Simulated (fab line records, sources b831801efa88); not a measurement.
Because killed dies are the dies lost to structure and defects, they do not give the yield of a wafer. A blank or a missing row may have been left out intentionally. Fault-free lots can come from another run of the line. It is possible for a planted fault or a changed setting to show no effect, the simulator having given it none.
Split-lot experiment | flow sky130 | 23 wafers read across 5 lots, on a route 708 steps long

== THE SPLIT ==
At SKY_FIELD_ISO_EXPOSE_10 (exposes mask FOM, target cd 150 nm), the setting dose_mj was moved away from the recipe's 28 on 8 of the 23 wafers read, by -7.0% to +7.0%. This setting was run at the recipe's value on the other wafers.

== FROM THE SPLIT TO THE READING: what the file shows between them, 2 steps ==
- SKY_FIELD_ISO_PEB_11
- SKY_FIELD_ISO_DEVELOP_12: develop time 60 s

== THE READING ==
Shown in nm: cd_nm at SKY_FIELD_ISO_CD_MEAS_13, with target cd 150 nm. Fault-free wafers of this fab line usually give 150.0 nm, standard deviation 1.5 nm.

wafer  | tool, chamber at the split | dose_mj as run | against the recipe | cd_nm, nm | against lot-mates on the recipe
L074.1 | krf_scanner-02, 0          | 28             | recipe             | 152.8     | -
L074.4 | krf_scanner-02, 0          | 28             | recipe             | 151.4     | -
L074.5 | krf_scanner-02, 0          | 28             | recipe             | 151.0     | -
L075.1 | krf_scanner-01, 0          | 28             | recipe             | 149.9     | -
L075.2 | krf_scanner-01, 0          | 28.86          | +3.1%              | 143.6     | -6.4
L075.3 | krf_scanner-01, 0          | 28             | recipe             | 149.6     | -
L075.4 | krf_scanner-01, 0          | 28             | recipe             | 150.4     | -
L075.5 | krf_scanner-01, 0          | 28.86          | +3.1%              | 144.2     | -5.8
L078.1 | krf_scanner-02, 0          | 29.95          | +7.0%              | 134.6     | -14.3
L078.2 | krf_scanner-02, 0          | 29.95          | +7.0%              | 135.5     | -13.4
L078.3 | krf_scanner-02, 0          | 28             | recipe             | 149.0     | -
L078.4 | krf_scanner-02, 0          | 28             | recipe             | 148.3     | -
L078.5 | krf_scanner-02, 0          | 28             | recipe             | 149.3     | -
L080.1 | krf_scanner-02, 0          | 28             | recipe             | 148.0     | -
L080.2 | krf_scanner-02, 0          | 28             | recipe             | 150.3     | -
L080.3 | krf_scanner-02, 0          | 26.57          | -5.1%              | 159.1     | +10.2
L080.5 | krf_scanner-02, 0          | 26.57          | -5.1%              | 158.7     | +9.8
L080.6 | krf_scanner-02, 0          | 28             | recipe             | 148.3     | -
L084.1 | krf_scanner-01, 0          | 28             | recipe             | 150.7     | -
L084.3 | krf_scanner-01, 0          | 26.04          | -7.0%              | 164.0     | +13.1
L084.4 | krf_scanner-01, 0          | 26.04          | -7.0%              | 163.9     | +13.0
L084.5 | krf_scanner-01, 0          | 28             | recipe             | 151.1     | -
L084.6 | krf_scanner-01, 0          | 28             | recipe             | 151.0     | -

FIT RESULTS
A straight line over all 23 wafers: cd_nm changes by -2 nm for each +1% of dose_mj; r = -0.99; the points scatter about the line by 1.2 nm.
The same after taking each lot's own level away (the mean of its wafers on the recipe; 23 wafers): -1.93 nm for each +1%; r = -1.00; scatter 0.59 nm.
On that fit, the largest move of dose_mj shifts the reading by 14 nm.
The span of the lots' own levels, 148.87 to 151.73 nm, comes to 1.9 times the standard deviation stated above.
The two slopes agree, so the slope changes little with the lot-to-lot level.
Check: for one of the wafers moved furthest among these (-7.0%), held out of the fit, the line's prediction against its lot-mates is +13.6 nm. It came out at +13.1 nm against them.

== ADDITIONAL SPLITS CARRIED BY THESE WAFERS ==
Note: prior to the reading, these wafers also went through further splits. Each is held against what the fit with the lots' levels taken away leaves over:
other split on the same wafers      | wafers away from the commonest value | r with cd_nm (lot level and that fit taken away)
SKY_FIELD_ISO_COAT_07 resist_thk_nm | 6                                    | +0.07

== THE WHOLE CHAIN: every reading that the file lists as answering this split, in the file's order ==
step                     | what it does                                                                 | reading                                                          | change (the file's fit)              | r (the file's)
SKY_FIELD_ISO_CD_MEAS_13 | target cd 150 nm                                                             | cd_nm                                                            | -1.93 nm for each +1% of the setting | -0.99
SKY_FIELD_ISO_ETCH_14    | etches BARC in N2/H2, stops on SiO2, time 45.9 s, target depth 60 nm         | FIELD_ISO.cd_nm (the simulator's own value, which no gauge read) | -2 nm for each +1% of the setting    | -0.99
SKY_FIELD_ISO_ETCH_15    | etches the open film in CHF3/O2, stops on Si, target depth 180 nm, time 72 s | FIELD_ISO.cd_nm (the simulator's own value, which no gauge read) | -2.13 nm for each +1% of the setting | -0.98

== FILE'S OWN FIT ==
cd_nm changes by -1.93 nm for each +1% of dose_mj, r = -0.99.
